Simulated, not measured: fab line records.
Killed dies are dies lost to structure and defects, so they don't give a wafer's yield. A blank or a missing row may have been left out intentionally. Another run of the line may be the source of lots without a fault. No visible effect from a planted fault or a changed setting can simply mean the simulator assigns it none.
fab line records	flow sky130
record lots=6	wafers=18	last_day=50
route steps=708 shown METAL5@671 PASSIVATION@681 PAD_OPEN@694
lots with no fault: from the same line, run without faults
start_h: the number of hours between the record's first day and the start of the first shown wafer of the lot	wait_h: hours from the lot's prior step to this one	" as in the row above	L1.1+2: a row that stands for several wafers	- no value, or no start was given	* or withheld: withheld	< > ~ a bound
route shown NAME@n: names a module that has steps shown in the file, with the first one's number in the route	usual: average and standard deviation across the fault-free wafers	same: alike in all rows	chamber/n: place in a boat	sites: the reading at each site	_std_site: standard deviation of those values	_edge_site: inner sites' mean taken away from outer sites' mean	radius_mm: for every site, how far away it sits from the centre of the wafer	mask NAME#n: copy n	behind: tool/chamber where the wafer was last shaped	hold: what put the lot on hold/how long, in hours/how the hold closed	device: names the non-switching transistor (n, p or np)	end of line: the route-end tests of the same wafers	for a step that has no rows: nothing shown but its recipe	killed: dies that structure and defects cost at the first sort, which is not the same as the wafer's yield	map: the dies of a wafer, with x for killed, . for not killed, _ for no die there
set.NAME: setting as actually run; set.NAME@STEP: the setting as run at that earlier step	model.NAME: the simulator's own value behind a step, which no gauge read
a table for each step, a row for each wafer; lots at some steps of the route
services: a tool's chamber out of use, with start hour (start_h, from the record's first day; less than 0 if before it), hours out, and reason
## steps
# step SKY_METAL5_SOFTBAKE_10
# recipe temp_c=90	time_s=60	resist=NOVOLAK
# step SKY_METAL5_EXPOSE_11
# recipe mask_id=MM5	na=0.6	source_shape=conventional	sigma_outer=0.6	polarization=unpolarized	target_cd_nm=1600	dose_mj=190
# step SKY_METAL5_PEB_12
# recipe temp_c=withheld	time_s=*	resist=NOVOLAK
# step SKY_METAL5_DEVELOP_13
# recipe resist=NOVOLAK	developer=TMAH	develop_time_s=60	dev_temp_c=23
# step SKY_METAL5_DESCUM_14
# recipe chemistry=O2	source_power_w=150	bias_power_w=0	pressure_mtorr=10	temp_c=40	time_s=11
# usual drypump_motor_current_A=5.6/0.49	oes_product_au=1.006/0.012
lot.wafer	tool	chamber	start_h	wait_h	drypump_motor_current_A	oes_product_au	rf_hours_counter_h
L591.1	rie_metal-04	0	1040.07	0.1	5.2	1.004	22
L591.2	"	1	"	"	6.3	0.989	10
L591.3	"	0	"	"	5.2	1.006	-
L598.2	rie_metal-02	1	1094.82	0.1	4.8	1.000	25
L598.3	"	1	"	"	4.8	0.991	-
L598.4	"	0	"	"	5.2	0.981	-
L600.1	rie_metal-04	0	1095.46	0.1	5.2	1.014	26
L600.4	"	0	"	"	5.2	1.028	-
L600.5	"	0	"	"	5.2	1.020	-
L608.2	rie_metal-01	1	1145.31	0.1	5.6	1.011	23
L608.3	"	0	"	"	5.4	0.999	-
L608.6	"	0	"	"	5.4	1.001	-
L609.2	rie_metal-01	1	1148.38	0.1	5.6	1.001	23
L609.3	"	1	"	"	5.6	1.017	-
L609.6	"	1	"	"	5.6	1.008	-
L611.2	rie_metal-01	1	1155.01	0.1	5.6	1.006	24
L611.4	"	1	"	"	5.6	1.012	-
L611.6	"	0	"	"	5.4	1.012	-
# step SKY_METAL5_METAL_ETCH_15
# recipe target_depth_a=12600	stop_on=SiO2	over_etch_frac=0.2	time_s=252	chemistry=Cl2/BCl3	resist_sidewall_deg=86	pressure_mtorr=10	icp_w=900	bias_w=48.5	Cl2_flow_sccm=60	bcl3_flow_sccm=30
# usual drypump_motor_current_A=5.6/0.5	oes_product_au=0.894/0.0051	throttle_valve_pct=22.264/0.0091
lot.wafer	tool	chamber	start_h	wait_h	drypump_motor_current_A	oes_product_au	rf_hours_counter_h	throttle_valve_pct
L591.1	rie_metal-04	0	1040.10	0.0	5.3	0.890	22	22.271
L591.2	"	1	"	"	6.3	0.886	10	22.259
L591.3	"	0	"	"	5.3	0.903	-	22.263
L598.2	rie_metal-02	1	1094.85	0.0	4.8	0.897	25	22.261
L598.3	"	1	"	"	4.8	0.896	-	22.271
L598.4	"	0	"	"	5.2	0.890	-	22.259
L600.1	rie_metal-04	0	1095.49	0.0	5.2	0.895	26	22.244
L600.4	"	0	"	"	5.2	0.887	-	22.274
L600.5	"	0	"	"	5.2	0.890	-	22.272
L608.2	rie_metal-01	1	1145.34	0.0	5.6	0.893	23	22.245
L608.3	"	0	"	"	5.4	0.888	-	22.262
L608.6	"	0	"	"	5.4	0.901	-	22.277
L609.2	rie_metal-01	1	1148.42	0.0	5.6	0.893	23	22.257
L609.3	"	1	"	"	5.6	0.894	-	22.281
L609.6	"	1	"	"	5.6	0.891	-	22.259
L611.2	rie_metal-01	1	1155.04	0.0	5.6	0.882	24	22.265
L611.4	"	1	"	"	5.6	0.895	-	22.261
L611.6	"	0	"	"	5.4	0.901	-	22.275
# step SKY_METAL5_STRIP_16
# recipe chemistry=O2/N2	power_w=1400	pressure_mtorr=1500	platen_temp_c=withheld	o2_flow_sccm=3000	n2_flow_sccm=300	overash_fraction=0.5
# usual drypump_motor_current_A=6.1/0.44	oes_product_au=0.710/0.0045	strip_time_to_endpoint_s=13.01/0.15
lot.wafer	tool	chamber	start_h	wait_h	drypump_motor_current_A	oes_product_au	rf_hours_counter_h	strip_time_to_endpoint_s
L591.1	plasma_asher-01	0	1040.34	0.2	6.3	0.721	30	12.88
L591.2	"	1	"	"	5.4	0.709	30	13.09
L591.3	"	1	"	"	5.4	0.715	-	12.92
L598.2	plasma_asher-04	0	1095.09	0.2	6.4	0.707	65	13.03
L598.3	"	1	"	"	6.6	0.705	-	13.02
L598.4	"	0	"	"	6.4	0.707	-	13.24
L600.1	plasma_asher-01	0	1095.73	0.2	6.3	0.716	35	12.83
L600.4	"	0	"	"	6.3	0.708	-	12.88
L600.5	"	1	"	"	5.4	0.719	-	12.87
L608.2	plasma_asher-01	1	1145.58	0.2	5.4	0.709	38	13.00
L608.3	"	1	"	"	5.4	0.704	-	13.15
L608.6	"	1	"	"	5.4	0.708	-	12.99
L609.2	plasma_asher-01	0	1148.65	0.2	6.3	0.709	39	12.89
L609.3	"	1	"	"	5.4	0.706	-	12.96
L609.6	"	0	"	"	6.4	0.711	-	13.01
L611.2	plasma_asher-04	1	1155.28	0.2	6.6	0.712	71	13.01
L611.4	"	1	"	"	6.6	0.710	-	12.86
L611.6	"	1	"	"	6.6	0.708	-	12.97
# step SKY_METAL5_STRIP_17
# recipe chemistry=post_etch_residue_remover	time_s=1200	temp_c=72.5
# step SKY_METAL5_CLEAN_18
# recipe chemistry=IPA	time_s=180	temp_c=25
# step SKY_METAL5_CLEAN_19
# recipe chemistry=O3/DIW	dry=n2_spin
# step SKY_PASSIVATION_CVD_00
# recipe material=SiO2	target_thk_nm=90	temp_c=400	time_s=withheld	rf_w=600
# step SKY_PASSIVATION_THK_MEAS_01
# recipe reads=SiO2_of_PASSIVATION_CVD_00
# usual PASSIVATION_CVD_00_THK=90.3/1.2
lot.wafer	tool	chamber	start_h	wait_h	PASSIVATION_CVD_00_THK[nm]
L591.1	film_metro-02	-	1040.95	-	90.8
L591.2	"	-	"	"	91.4
L591.3	"	-	"	"	89.8
L598.2	film_metro-03	-	1095.71	-	89.8
L598.3	"	-	"	"	89.8
L598.4	"	-	"	"	90.9
L600.1	film_metro-01	-	1096.34	-	89.3
L600.4	"	-	"	"	91.4
L600.5	"	-	"	"	91.2
L608.2	film_metro-02	-	1146.20	-	90.6
L608.3	"	-	"	"	89.3
L608.6	"	-	"	"	91.2
L609.2	film_metro-01	-	1149.28	-	88.3
L609.3	"	-	"	"	90.8
L609.6	"	-	"	"	92.2
L611.2	film_metro-03	-	1155.90	-	89.3
L611.4	"	-	"	"	93.1
L611.6	"	-	"	"	91.2
# step SKY_PASSIVATION_CVD_02
# recipe material=Si3N4	target_thk_nm=540	temp_c=400	time_s=withheld	rf_w=450
# usual heater_power_w=700/100
lot.wafer	tool	chamber	start_h	wait_h	heater_power_w	model.Si3N4_of_PASSIVATION_CVD_02.thk_nm
L591.1	pecvd-04	1	1041.01	0.1	746	537.6
L591.2	"	0	"	"	699	542.2
L591.3	"	2	"	"	633	535.7
L598.2	pecvd-04	1	1095.76	0.0	723	538.3
L598.3	"	0	"	"	713	419.7
L598.4	"	1	"	"	748	545.9
L600.1	pecvd-04	0	1096.40	0.1	792	416
L600.4	"	2	"	"	600	546.4
L600.5	"	1	"	"	752	538.1
L608.2	pecvd-03	0	1146.25	0.0	644	542.5
L608.3	"	1	"	"	625	538.7
L608.6	"	1	"	"	660	541.7
L609.2	pecvd-03	0	1149.33	0.0	687	537.6
L609.3	"	1	"	"	687	537.5
L609.6	"	2	"	"	730	548.2
L611.2	pecvd-03	2	1155.95	0.0	808	544.9
L611.4	"	2	"	"	835	550.2
L611.6	"	0	"	"	555	537.6
# step SKY_PASSIVATION_THK_MEAS_03
# recipe reads=Si3N4_of_PASSIVATION_CVD_02
# usual PASSIVATION_CVD_02_THK=541/6.8
lot.wafer	tool	chamber	start_h	wait_h	hold	PASSIVATION_CVD_02_THK[nm]
L591.1	film_metro-03	-	1041.23	-	-	538
L591.2	"	-	"	"	-	542
L591.3	"	-	"	"	-	536
L598.2	film_metro-03	-	1095.99	-	await_dispo/0.2h/release	538
L598.3	"	-	"	"	await_dispo/0.2h/release	420
L598.4	"	-	"	"	await_dispo/0.2h/release	546
L598.2	film_metro-03	-	1096.22	0.2	-	539
L598.3	"	-	"	"	-	419
L598.4	"	-	"	"	-	546
L600.1	film_metro-03	-	1096.62	-	await_dispo/0.2h/release	416
L600.4	"	-	"	"	await_dispo/0.2h/release	547
L600.5	"	-	"	"	await_dispo/0.2h/release	539
L600.1	film_metro-03	-	1096.85	0.2	-	416
L600.4	"	-	"	"	-	546
L600.5	"	-	"	"	-	538
L608.2	film_metro-01	-	1146.48	-	-	542
L608.3	"	-	"	"	-	539
L608.6	"	-	"	"	-	541
L609.2	film_metro-02	-	1149.56	-	-	537
L609.3	"	-	"	"	-	538
L609.6	"	-	"	"	-	548
L611.2	film_metro-03	-	1156.19	-	-	545
L611.4	"	-	"	"	-	550
L611.6	"	-	"	"	-	538
# step SKY_PASSIVATION_HMDS_05
# recipe prime_time_s=60	prime_temp_c=120
# step SKY_PASSIVATION_COAT_06
# recipe spin_rpm=2000	resist_thk_nm=3000
# step SKY_PASSIVATION_SOFTBAKE_07
# recipe temp_c=110	time_s=withheld
# step SKY_PASSIVATION_EXPOSE_08
# recipe mask_id=NSM	target_cd_nm=3000	na=0.57	dose_mj=260
# step SKY_PASSIVATION_PEB_09
# recipe temp_c=115	time_s=withheld
# step SKY_PASSIVATION_DEVELOP_10
# recipe develop_time_s=60	dev_temp_c=22.09
# step SKY_PASSIVATION_ETCH_11
# recipe chemistry=CF4/O2	target_depth_nm=725	stop_on=AlCu	source_w=800	bias_w=150	pressure_mtorr=150	cf4_flow_sccm=80	O2_flow_sccm=10	time_s=161.1
# usual cf4_flow_sccm=80.00/0.24	drypump_motor_current_A=5.8/0.43	oes_product_au=0.979/0.007	throttle_valve_pct=5.965/0.0099
lot.wafer	tool	chamber	start_h	wait_h	cf4_flow_sccm	drypump_motor_current_A	oes_product_au	rf_hours_counter_h	throttle_valve_pct	model.PASSIVATION.feature_depth_nm	model.etch.depth_nm
L591.1	rie_diel-02	2	1062.87	-	79.91	5.6	0.979	13	5.956	703.4	703.4
L591.2	"	0	"	"	80.07	5.9	0.982	23	5.965	707.6	707.6
L591.3	"	1	"	"	79.58	6.5	0.971	23	5.961	700.4	700.4
L598.2	rie_diel-03	0	1116.02	-	79.78	6.3	0.972	7	5.967	701.8	701.8
L598.3	"	2	"	"	79.93	6.3	0.878	16	5.930	583.4	583.4
L598.4	"	1	"	"	79.65	5.6	0.984	19	5.980	709.9	709.9
L600.1	rie_diel-02	2	1117.02	-	79.94	5.7	0.876	15	5.935	580.2	580.2
L600.4	"	2	"	"	79.72	5.7	0.983	-	5.967	712.6	712.6
L600.5	"	1	"	"	79.94	6.5	0.978	-	5.966	703.5	703.5
L608.2	rie_diel-03	2	1163.38	-	79.95	6.3	0.989	18	5.972	708.8	708.8
L608.3	"	0	"	"	80.30	6.3	0.980	8	5.938	703.6	703.6
L608.6	"	2	"	"	79.98	6.3	0.983	-	5.981	708.7	708.7
L609.2	rie_diel-01	1	1166.37	-	80.22	5.4	0.971	21	5.958	700.6	700.6
L609.3	"	0	"	"	79.69	6.0	0.973	27	5.964	703.4	703.4
L609.6	"	1	"	"	80.40	5.4	0.980	-	5.961	699.1	699.1
L611.2	rie_diel-01	1	1173.42	-	79.77	5.4	0.976	21	5.954	708	708
L611.4	"	0	"	"	79.96	6.0	0.985	28	5.968	717.8	717.8
L611.6	"	1	"	"	80.26	5.4	0.975	-	5.982	704.1	704.1
# step SKY_PASSIVATION_STRIP_12
# recipe chemistry=O2/N2	power_w=1400	pressure_mtorr=1500	platen_temp_c=withheld	overash_fraction=0.7	o2_flow_sccm=3000	n2_flow_sccm=300
# usual drypump_motor_current_A=5.9/0.61	oes_product_au=0.661/0.005	strip_time_to_endpoint_s=31.51/0.14
lot.wafer	tool	chamber	start_h	wait_h	drypump_motor_current_A	oes_product_au	rf_hours_counter_h	strip_time_to_endpoint_s
L591.1	plasma_asher-01	1	1062.97	0.1	5.4	0.661	32	31.41
L591.2	"	0	"	"	6.3	0.655	32	31.48
L591.3	"	1	"	"	5.4	0.663	-	31.56
L598.2	plasma_asher-02	0	1116.13	0.1	5.0	0.664	6	31.72
L598.3	"	0	"	"	5.0	0.668	-	31.63
L598.4	"	1	"	"	5.6	0.655	-	31.78
L600.1	plasma_asher-02	1	1117.13	0.1	5.6	0.660	6	31.50
L600.4	"	0	"	"	5.0	0.666	-	31.44
L600.5	"	1	"	"	5.6	0.655	-	31.56
L608.2	plasma_asher-04	0	1163.49	0.1	6.4	0.664	72	31.28
L608.3	"	0	"	"	6.3	0.663	-	31.30
L608.6	"	0	"	"	6.4	0.659	-	31.26
L609.2	plasma_asher-02	0	1166.47	0.1	5.0	0.659	11	31.71
L609.3	"	0	"	"	5.0	0.661	-	31.64
L609.6	"	1	"	"	5.6	0.657	-	31.83
L611.2	plasma_asher-04	0	1173.53	0.1	6.4	0.677	73	31.68
L611.4	"	1	"	"	6.6	0.663	-	31.50
L611.6	"	0	"	"	6.4	0.665	-	31.58
# step SKY_PAD_OPEN_DEHYDRATE_00
# recipe temp_c=200	time_s=60
# step SKY_PAD_OPEN_HMDS_01
# recipe prime_time_s=60	prime_temp_c=120
# step SKY_PAD_OPEN_COAT_02
# recipe spin_rpm=2000	resist_thk_nm=3000
# step SKY_PAD_OPEN_SOFTBAKE_03
# recipe temp_c=110	time_s=withheld
# step SKY_PAD_OPEN_EXPOSE_04
# recipe mask_id=PDM	target_cd_nm=60000	na=0.57	dose_mj=260
# step SKY_PAD_OPEN_PEB_05
# recipe temp_c=115	time_s=withheld
# step SKY_PAD_OPEN_DEVELOP_06
# recipe develop_time_s=60	dev_temp_c=23
# step SKY_PAD_OPEN_ETCH_07
# recipe chemistry=CF4/O2	target_depth_nm=725	stop_on=AlCu	source_w=800	bias_w=150	pressure_mtorr=150	cf4_flow_sccm=80	O2_flow_sccm=10	time_s=161.1
# usual cf4_flow_sccm=80.01/0.25	drypump_motor_current_A=5.7/0.43	oes_product_au=0.979/0.0074	throttle_valve_pct=5.965/0.0093
lot.wafer	tool	chamber	start_h	wait_h	cf4_flow_sccm	drypump_motor_current_A	oes_product_au	rf_hours_counter_h	throttle_valve_pct	model.PAD_OPEN.feature_depth_nm	model.etch.depth_nm
L591.1	rie_diel-01	3	1083.88	-	79.66	5.4	0.989	16	5.965	703.4	703.4
L591.2	"	0	"	"	79.67	6.0	0.981	24	5.970	707.6	707.6
L591.3	"	1	"	"	80.70	5.4	0.971	18	5.956	700.4	700.4
L598.2	rie_diel-01	2	1135.32	-	80.00	5.4	0.987	19	5.967	701.8	701.8
L598.3	"	1	"	"	79.89	5.4	0.874	20	5.935	583.4	583.4
L598.4	"	0	"	"	79.88	6.1	0.978	26	5.962	709.9	709.9
L600.1	rie_diel-01	0	1137.02	-	80.04	6.0	0.875	26	5.938	580.2	580.2
L600.4	"	3	"	"	80.39	5.4	0.989	19	5.964	712.6	712.6
L600.5	"	1	"	"	80.30	5.4	0.972	-	5.969	703.5	703.5
L608.2	rie_diel-04	2	1180.71	-	79.84	5.6	0.984	17	5.954	708.8	708.8
L608.3	"	1	"	"	80.23	5.7	0.981	24	5.958	703.6	703.6
L608.6	"	3	"	"	80.14	6.5	0.983	-	5.975	708.7	708.7
L609.2	rie_diel-02	3	1182.27	-	79.40	5.0	0.980	27	5.969	700.6	700.6
L609.3	"	1	"	"	80.28	6.5	0.975	28	5.961	703.4	703.4
L609.6	"	2	"	"	80.15	5.7	0.984	-	5.960	715.3	715.3
L611.2	rie_diel-02	1	1190.01	-	79.84	6.5	0.977	29	5.963	708	708
L611.4	"	3	"	"	80.12	5.0	0.978	27	5.962	713.4	713.4
L611.6	"	3	"	"	80.20	5.0	0.987	-	5.953	704.1	704.1
# step SKY_PAD_OPEN_STRIP_08
# recipe chemistry=O2/N2	power_w=1400	pressure_mtorr=1500	platen_temp_c=withheld	overash_fraction=0.7	o2_flow_sccm=3000	n2_flow_sccm=300
# usual drypump_motor_current_A=5.9/0.54	oes_product_au=0.663/0.005	strip_time_to_endpoint_s=37.11/0.095
lot.wafer	tool	chamber	start_h	wait_h	drypump_motor_current_A	oes_product_au	rf_hours_counter_h	strip_time_to_endpoint_s
L591.1	plasma_asher-04	0	1083.99	0.1	6.4	0.666	64	37.16
L591.2	"	1	"	"	6.6	0.667	64	37.13
L591.3	"	0	"	"	6.4	0.663	-	37.13
L598.2	plasma_asher-03	1	1135.43	0.1	6.2	0.658	101	37.08
L598.3	"	0	"	"	6.1	0.666	-	36.97
L598.4	"	1	"	"	6.2	0.660	-	37.05
L600.1	plasma_asher-02	1	1137.13	0.1	5.6	0.669	8	37.22
L600.4	"	0	"	"	5.0	0.658	-	37.18
L600.5	"	0	"	"	5.0	0.665	-	37.22
L608.2	plasma_asher-03	0	1180.81	0.1	6.1	0.665	106	37.10
L608.3	"	1	"	"	6.2	0.660	-	37.01
L608.6	"	0	"	"	6.0	0.669	-	37.09
L609.2	plasma_asher-04	1	1182.38	0.1	6.6	0.666	73	37.12
L609.3	"	1	"	"	6.6	0.662	-	37.23
L609.6	"	0	"	"	6.4	0.667	-	37.13
L611.2	plasma_asher-02	0	1190.11	0.1	5.0	0.665	13	37.07
L611.4	"	1	"	"	5.6	0.662	-	37.01
L611.6	"	0	"	"	5.0	0.657	-	36.92
# step SKY_PAD_OPEN_STRIP_09
# recipe chemistry=post_etch_residue_remover	time_s=1200	temp_c=72.5
lot.wafer	tool	chamber	start_h	wait_h	model.Si3N4_of_PASSIVATION_CVD_02.thk_nm
L591.1	wet_bench-01	2	1084.09	0.1	537.2
L591.2	"	2	"	"	541.8
L591.3	"	2	"	"	535.3
L598.2	wet_bench-04	3	1135.58	0.1	537.9
L598.3	"	3	"	"	419.3
L598.4	"	3	"	"	545.6
L600.1	wet_bench-02	2	1137.23	0.1	415.7
L600.4	"	2	"	"	546.1
L600.5	"	2	"	"	537.8
L608.2	wet_bench-02	2	1180.91	0.1	542.1
L608.3	"	2	"	"	538.4
L608.6	"	2	"	"	541.4
L609.2+3	wet_bench-01	0	1182.48	0.1	537.2
L609.6	"	0	"	"	547.9
L611.2	wet_bench-04	2	1190.21	0.1	544.6
L611.4	"	2	"	"	549.9
L611.6	"	2	"	"	537.2
# step SKY_PAD_OPEN_CLEAN_10
# recipe chemistry=IPA	time_s=180	temp_c=25
# step SKY_PAD_OPEN_PROBE_99
# usual defect_limited_yield=82.5/1.9	killed_at_M0_to_M3=43/7.2	killed_at_M4_up=3.3/2	killed_at_contacts=25/5.8	killed_at_front_end=15/4.5	killed_at_other=0.3/0.62	killed_dies=86/9.4	killed_open=47/7.1	killed_short=39/6	sort_bin_3_pad_short=0.9/0.4	sort_bin_5_function=10.4/1.4	sort_bin_6_memory=6.2/1.1	sort_bin_8_speed=0.7/1.4	sort_n_pass=402/11	sort_yield_pct=81.7/2.2
# same gross_dies=492	killed_at_back_side=0	sort_bin_4_leakage[%]=0
lot.wafer	tool	chamber	start_h	wait_h	defect_limited_yield[%]	killed_at_M0_to_M3	killed_at_M4_up	killed_at_contacts	killed_at_front_end	killed_at_other	killed_dies	killed_open	killed_short	sort_bin_3_pad_short[%]	sort_bin_5_function[%]	sort_bin_6_memory[%]	sort_bin_8_speed[%]	sort_n_pass	sort_yield_pct[%]
L598.2	prober-02	-	1137.75	0.1	85.8	28	0	28	14	0	70	50	20	0.2	8.7	5.3	0.4	420	85.4
L598.3	prober-02	-	1137.80	0.2	81.9	39	3	33	14	0	89	41	46	1.0	10.6	6.5	0.6	400	81.3
L598.4	prober-02	-	1137.85	0.2	81.1	58	0	22	13	0	93	52	40	0.6	11.8	6.5	1.2	393	79.9
L609.2	prober-01	-	1184.69	0.1	82.3	35	5	30	17	0	87	44	43	0.8	12.0	4.9	2.2	394	80.1
L609.3	prober-01	-	1184.74	0.2	86.2	33	4	20	11	0	68	39	29	0.6	7.3	5.9	1.4	417	84.8
L609.6	prober-01	-	1184.89	0.2	84.6	39	0	16	20	1	76	46	30	0.4	10.0	5.1	5.1	391	79.5
# killed by level:class
L598.2 CONTACT:geometric_particle:open=12 LI_CONTACT:geometric_particle:open=9 VIA1:geometric_particle:open=7 VIA2:geometric_particle:open=6 FIELD_ISO:geometric_particle:open=5 VIA3:geometric_particle:open=5 FIELD_ISO:geometric_particle:short=3 LOCAL_INTERCONNECT:geometric_particle:short=3
L598.3 CONTACT:geometric_particle:open=11 METAL1:geometric_particle:short=10 LI_CONTACT:geometric_particle:open=7 POLY_GATE:geometric_particle:short=6 LOCAL_INTERCONNECT:geometric_particle:short=6 VIA1:geometric_particle:open=6 CONTACT:geometric_particle:short=5 VIA1:geometric_particle:short=5
L598.4 VIA1:geometric_particle:open=17 CONTACT:geometric_particle:open=9 METAL1:geometric_particle:short=9 VIA2:geometric_particle:open=8 METAL2:geometric_particle:short=6 POLY_GATE:geometric_particle:open=5 LI_CONTACT:geometric_particle:open=5 VIA2:geometric_particle:short=5
L609.2 CONTACT:geometric_particle:open=11 POLY_GATE:geometric_particle:short=7 VIA1:geometric_particle:open=7 LI_CONTACT:geometric_particle:open=6 METAL2:geometric_particle:short=6 FIELD_ISO:geometric_particle:short=5 VIA1:geometric_particle:short=5 VIA2:geometric_particle:open=5
L609.3 CONTACT:geometric_particle:open=8 VIA1:geometric_particle:open=8 FIELD_ISO:geometric_particle:short=6 LI_CONTACT:geometric_particle:open=5 VIA3:geometric_particle:open=5 POLY_GATE:geometric_particle:open=4 VIA3:geometric_particle:short=4 METAL2:geometric_particle:short=4
L609.6 VIA1:geometric_particle:open=9 LI_CONTACT:geometric_particle:open=6 FIELD_ISO:geometric_particle:open=5 METAL1:geometric_particle:short=5 METAL2:geometric_particle:short=5 VIA3:geometric_particle:open=5 FIELD_ISO:geometric_particle:short=4 POLY_GATE:geometric_particle:open=4
## services
tool	chamber	start_h	hours	kind
rie_diel-03	2	1017.03	4.3	repair
pecvd-04	2	1025.43	3.7	repair
pecvd-04	-	1030.17	2.8	pm
rie_diel-02	3	1040.57	45.5	repair
rie_diel-02	1	1051.86	2.7	repair
plasma_asher-02	-	1055.25	9.0	pm
pecvd-04	0	1058.78	9.8	repair
plasma_asher-03	-	1063.39	3.1	repair
rie_diel-01	3	1063.39	11.3	repair
rie_diel-01	-	1067.27	0.2	repair
plasma_asher-01	-	1069.28	3.0	repair
rie_diel-02	0	1074.58	2.1	repair
pecvd-03	-	1079.33	2.8	pm
rie_metal-01	-	1087.04	14.6	pm
rie_diel-02	3	1108.59	9.6	repair
plasma_asher-04	-	1108.99	2.9	repair
plasma_asher-01	-	1110.52	15.6	pm
plasma_asher-03	-	1116.75	2.3	repair
rie_diel-01	2	1144.34	2.2	repair
rie_diel-02	1	1158.32	6.0	repair
rie_metal-01	-	1160.00	1.4	pm
rie_diel-02	0	1177.41	7.9	repair
plasma_asher-04	-	1178.23	2.8	pm
plasma_asher-01	-	1182.72	1.3	repair
## key
first_sign step=SKY_PASSIVATION_THK_MEAS_03	reading=visit	direction=added
effect step=SKY_PASSIVATION_THK_MEAS_03	reading=PASSIVATION_CVD_02_THK	direction=down	sigmas=18	usual=541	struck=418
effect step=SKY_PASSIVATION_ETCH_11	reading=oes_product_au	direction=down	sigmas=15	usual=0.979	struck=0.877
effect step=SKY_PAD_OPEN_ETCH_07	reading=oes_product_au	direction=down	sigmas=14	usual=0.979	struck=0.874
model_effect step=SKY_PASSIVATION_CVD_02	value=Si3N4_of_PASSIVATION_CVD_02.thk_nm	without=539	struck=417.9
model_effect step=SKY_PASSIVATION_ETCH_11	value=PASSIVATION.feature_depth_nm	without=702.9	struck=581.8
model_effect step=SKY_PAD_OPEN_ETCH_07	value=PAD_OPEN.feature_depth_nm	without=702.9	struck=581.8
model_effect step=SKY_PAD_OPEN_STRIP_09	value=Si3N4_of_PASSIVATION_CVD_02.thk_nm	without=538.6	struck=417.5
met_at SKY_PASSIVATION_CVD_02
struck_wafers L598.3,L600.1
onset_between 1041.01 1095.76
fault kind=process_parameter_drift	tool=pecvd-04	chamber=0	onset_h=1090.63	steps=SKY_PASSIVATION_CVD_02	channel=time_s	offset=withheld	shape=step	end_h=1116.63	acts_in=*
